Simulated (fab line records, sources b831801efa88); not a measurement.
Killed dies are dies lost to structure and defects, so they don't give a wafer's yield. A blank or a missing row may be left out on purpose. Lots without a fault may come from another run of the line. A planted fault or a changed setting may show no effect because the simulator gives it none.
Which tool did it? | flow gf180mcu | 13 lots, 39 wafers sampled, at 4 steps of a route of 602

WHAT THE GAUGES READ, wafer by wafer
GF_M4_OVL_MEAS_15. Usual: M4_OVL 0 nm, standard deviation 6.4.
lot  | measured     | on         | M4_OVL (nm) | flag
L408 | day 23 17:22 | overlay-02 | -6 2 1      |
L409 | day 24 14:01 | overlay-01 | 6 3 7       |
L411 | day 24 18:20 | overlay-02 | 6 -1 8      |
L410 | day 24 23:40 | overlay-02 | -14 -12 -13 |
L412 | day 25 06:15 | overlay-02 | 7 8 5       |
L413 | day 25 13:59 | overlay-02 | 0 -3 3      |
L414 | day 26 00:10 | overlay-01 | -3 3 -3     |
L415 | day 26 03:36 | overlay-02 | 3 -4 1      |
L416 | day 26 09:26 | overlay-02 | -3 -6 -6    |
L422 | day 28 10:29 | overlay-02 | 7 6 8       |
L426 | day 29 13:59 | overlay-01 | -9 -1 -7    |
L428 | day 29 22:24 | overlay-02 | -2 0 1      |
L430 | day 30 08:47 | overlay-01 | -9 2 -1     |

GF_V4_THK_MEAS_01. Usual: V4_CVD_00_THK 598 nm, standard deviation 7.4.
lot  | measured     | on            | V4_CVD_00_THK (nm) | flag
L408 | day 23 18:12 | film_metro-04 | 599 598 591        |
L409 | day 24 14:47 | film_metro-02 | 595 593 590        |
L411 | day 24 19:06 | film_metro-04 | 601 602 606        |
L410 | day 25 00:30 | film_metro-03 | 591 606 595        |
L412 | day 25 07:02 | film_metro-03 | 601 597 591        |
L413 | day 25 14:47 | film_metro-04 | 594 599 589        |
L414 | day 26 01:04 | film_metro-04 | 619 605 601        |
L415 | day 26 04:51 | film_metro-02 | 588 591 595        |
L416 | day 26 10:16 | film_metro-04 | 609 595 612        |
L422 | day 28 11:17 | film_metro-04 | 598 601 601        |
L426 | day 29 14:46 | film_metro-04 | 597 594 606        |
L428 | day 29 23:31 | film_metro-04 | 608 602 606        |
L430 | day 30 09:37 | film_metro-02 | 597 599 603        |

GF_V5_CD_MEAS_14: target cd 260 nm. Usual: cd_nm 260.5 nm, standard deviation 1.3.
lot  | measured     | on        | cd_nm (nm)        | flag
L408 | day 27 11:44 | cd_sem-02 | 260.5 260.0 261.0 |
L409 | day 28 03:59 | cd_sem-01 | 260.4 261.3 259.4 |
L411 | day 28 09:37 | cd_sem-01 | 262.2 261.6 261.9 |
L410 | day 28 13:56 | cd_sem-02 | 259.3 258.7 259.3 |
L412 | day 28 20:36 | cd_sem-01 | 260.1 259.3 259.8 |
L413 | day 29 02:55 | cd_sem-01 | 258.5 259.7 259.7 |
L414 | day 29 13:32 | cd_sem-02 | 259.6 258.5 259.1 |
L415 | day 29 14:15 | cd_sem-02 | 261.7 261.1 261.4 |
L416 | day 29 20:50 | cd_sem-02 | 262.8 261.0 262.5 |
L422 | day 31 16:41 | cd_sem-01 | 261.7 260.8 261.2 |
L426 | day 32 17:33 | cd_sem-02 | 261.1 259.7 259.7 |
L428 | day 33 01:53 | cd_sem-02 | 260.7 260.4 260.8 |
L430 | day 33 10:04 | cd_sem-01 | 261.9 262.0 261.9 |

WHICH TOOL RAN EACH LOT (tool, then ch and the chambers of the sampled wafers, then the start)
lot  | GF_M5_ETCH_09
L408 | rie_diel-04 ch 1,2,3, day 26 14:14
L409 | rie_diel-02 ch 0,1,2, day 27 07:29
L411 | rie_diel-04 ch 0,1,3, day 27 12:40
L410 | rie_diel-01 ch 0,1, day 27 17:11
L412 | rie_diel-04 ch 1,3, day 28 00:05
L413 | rie_diel-01 ch 0,1,2, day 28 06:11
L414 | rie_diel-02 ch 0,1, day 28 16:43
L415 | rie_diel-04 ch 1,2,3, day 28 17:50
L416 | rie_diel-02 ch 0,1,2, day 29 01:07
L422 | rie_diel-02 ch 0,1,2, day 30 22:14
L426 | rie_diel-01 ch 1,2, day 31 23:22
L428 | rie_diel-04 ch 0,1, day 32 07:58
L430 | rie_diel-01 ch 0,2,3, day 32 16:58
- GF_M5_ETCH_09: etches Si3N4 in CF4/O2, target depth 52 nm, time 11.6 s.

WHAT THE TOOLS THEMSELVES READ (means of the sampled wafers that have a number; where no wafer has one, the mark that the record gives instead)
GF_M5_ETCH_09. Usual: drypump_motor_current_A 5.6 A, standard deviation 0.4; oes_product_au 0.999 a.u., standard deviation 0.0099; rf_fwd_power_W 787 W, standard deviation 4.5; throttle_valve_pct 5.970 %, standard deviation 0.0089.
lot  | tool        | drypump_motor_current_A (A) | oes_product_au (a.u.) | rf_fwd_power_W (W) | throttle_valve_pct (%) | flag
L408 | rie_diel-04 | 5.6                         | 1.001                 | 786                | 5.970                  |
L409 | rie_diel-02 | 5.7                         | 1.004                 | 786                | 5.967                  |
L411 | rie_diel-04 | 5.4                         | 0.994                 | 783                | 5.968                  |
L410 | rie_diel-01 | 5.7                         | 0.988                 | 792                | 5.968                  |
L412 | rie_diel-04 | 5.5                         | 0.997                 | 784                | 5.971                  |
L413 | rie_diel-01 | 5.6                         | 0.999                 | 791                | 5.974                  |
L414 | rie_diel-02 | 6.0                         | 0.995                 | 787                | 5.966                  |
L415 | rie_diel-04 | 5.6                         | 1.002                 | 783                | 5.964                  |
L416 | rie_diel-02 | 5.8                         | 1.001                 | 790                | 5.965                  |
L422 | rie_diel-02 | 5.8                         | 1.021                 | 832                | 5.975                  | OFF
L426 | rie_diel-01 | 5.7                         | 1.001                 | 791                | 5.979                  |
L428 | rie_diel-04 | 5.3                         | 1.010                 | 783                | 5.975                  |
L430 | rie_diel-01 | 5.9                         | 0.993                 | 789                | 5.973                  |

THE ANSWER, worked out from the rows above alone
Rule: a lot is off if the mean of its wafers that have a number lies more than 3 standard deviations from the usual mean. A lot without any number at a reading at which 4 lots or more have one is off too. The other lots that the step has rows for count as sound. The gauges are gone through in route order, then the tools' own readings, and for those a lot's mean is taken as printed above. The first step at which some lot is off is used, and at that step the reading that is off furthest; a lot without a number counts as furthest.
Off: L422, at GF_M5_ETCH_09 (rf_fwd_power_W).
A tool fits if, at that step or a process step before it, it ran every lot that is off, and no sound lot after the first of them. One fits: rie_diel-02 at GF_M5_ETCH_09. Its last sound lot is L416 (day 29 01:07), its first lot that is off L422 (day 30 22:14): a fault that began between those two fits.
The tool's own readings at GF_M5_ETCH_09 bear it out: on the lots that are off they differ by more than 5 times the standard deviation of the sound lots' means. rf_fwd_power_W reads 832 W there against 787 W on the sound lots.

WHAT THE SIMULATOR HAD PUT IN
Process parameter drift: rie_diel-02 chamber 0, from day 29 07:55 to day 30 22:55, at GF_M5_ETCH_09. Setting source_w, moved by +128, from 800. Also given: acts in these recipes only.
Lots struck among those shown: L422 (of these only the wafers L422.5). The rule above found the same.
